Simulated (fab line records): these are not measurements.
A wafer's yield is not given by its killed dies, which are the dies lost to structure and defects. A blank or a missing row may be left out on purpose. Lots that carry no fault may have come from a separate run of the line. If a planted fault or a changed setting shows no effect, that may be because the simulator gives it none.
8D (eight disciplines) problem report, filled in by code | flow sky130 | the parts of the form that need people (team, actions taken, sign-off) are left out

## 1. PROBLEM STATEMENT
RES_XHIGH_TW at SKY_RES_XHIGH_TW_MEAS_09 reads a mean of 1335 on 6 wafers of 2 lots; wafers without a fault read 1631 with a standard deviation of 11. Relative to the usual mean, that is a shift of -27 standard deviations.
First observed at day 32 12:49: wafer L863.3, on film metro-03. At this step, 33 wafers from 11 lots have a number in the record. The rule behind "out" and "out of limits": a value lying over 4 standard deviations away from the usual mean. All remaining wafers that have a number are taken as sound.

## 2. WHAT THIS IS AND IS NOT
question                    | is                           | is not
which readings at this step | RES_XHIGH_TW                 | -
which lots                  | L863, L866                   | L846, L847, L849, L850, L853, L854, L855, L867, L868
which wafers of those lots  | all that have a number       | -
read on which gauges        | film metro-03, film metro-04 | film metro-02
when                        | from day 32 12:49            | up to then (21 sound wafers); but 6 sound wafers of L867, L868 came after

## 3. WHAT RULES OUT EACH SUSPECT
Counting: a tool stays on the suspect list if, at a process step up to the reading, it processed all lots that are out and no sound lot following the first of them.
- ruled out: the gauge at SKY_RES_XHIGH_TW_MEAS_09. Those wafers that are out were read across 2 gauges (film metro-03, film metro-04).
- implanter-03 at SKY_RES_XHIGH_IMPLANT_07: kept. All lots that are out passed through it, beginning with L863 at day 32 12:35, and no sound lot followed; its final sound lot before that point was L855 at day 30 02:08. Its own readings are out on those wafers: beam on s, dose ions cm2.
The count leaves implanter-03 at SKY_RES_XHIGH_IMPLANT_07.

## 4. THE CAUSE (what the simulator had put in)
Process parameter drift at SKY_RES_XHIGH_IMPLANT_07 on implanter-03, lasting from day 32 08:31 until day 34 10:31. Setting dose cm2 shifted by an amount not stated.
This tool alone remained once counting was done.

## 5. THE CHAIN OF EFFECTS, in route order
One row per reading whose mean, taken over the struck wafers that have a number, lies over 3 standard deviations from the usual. Readings are gone through only where the record gives a usual standard deviation; hours: the median, over the lots, of the time from a lot's start at the first step in this table giving one to that lot's start at this step; sigmas: the change measured in usual standard deviations.
hours | step                     | reading       | usual        | on struck wafers | change   | sigmas
0     | SKY_RES_XHIGH_IMPLANT_07 | beam on s     | 41.9 s       | 23.1             | -18.8    | -9.4
0     | SKY_RES_XHIGH_IMPLANT_07 | dose ions cm2 | 3.6e+14      | 1.9e+14          | -1.7e+14 | -99 or more
0     | SKY_RES_XHIGH_TW_MEAS_09 | RES_XHIGH_TW  | 1631         | 1335             | -296     | -27
28    | SKY_SD_N_RS_MEAS_18      | RES_XHIGH_RS  | 333.5 ohm/sq | 568.4            | +234.9   | +99 or more
It contains these process steps:
- SKY_RES_XHIGH_IMPLANT_07
Later steps that measure or inspect, where all struck wafers having a row at the step show a number for every such reading and not one has moved that far: SKY_LI_CONTACT_THK_MEAS_23.

## 6. WHAT WOULD HAVE CAUGHT IT SOONER
The first out-of-limits reading at a measuring or inspecting step in this record came at day 32 12:49, 4 hours after the fault's start at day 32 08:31.
At SKY_RES_XHIGH_IMPLANT_07, the tool's own readings (beam on s, dose ions cm2) were out on each struck wafer the step has a row for, so an alarm limit on them would have fired on the first such wafer.
Lots out: 2; of these, L866 started SKY_RES_XHIGH_IMPLANT_07 on implanter-03 after day 32 12:49. A hold on the tool at that time would have spared it.
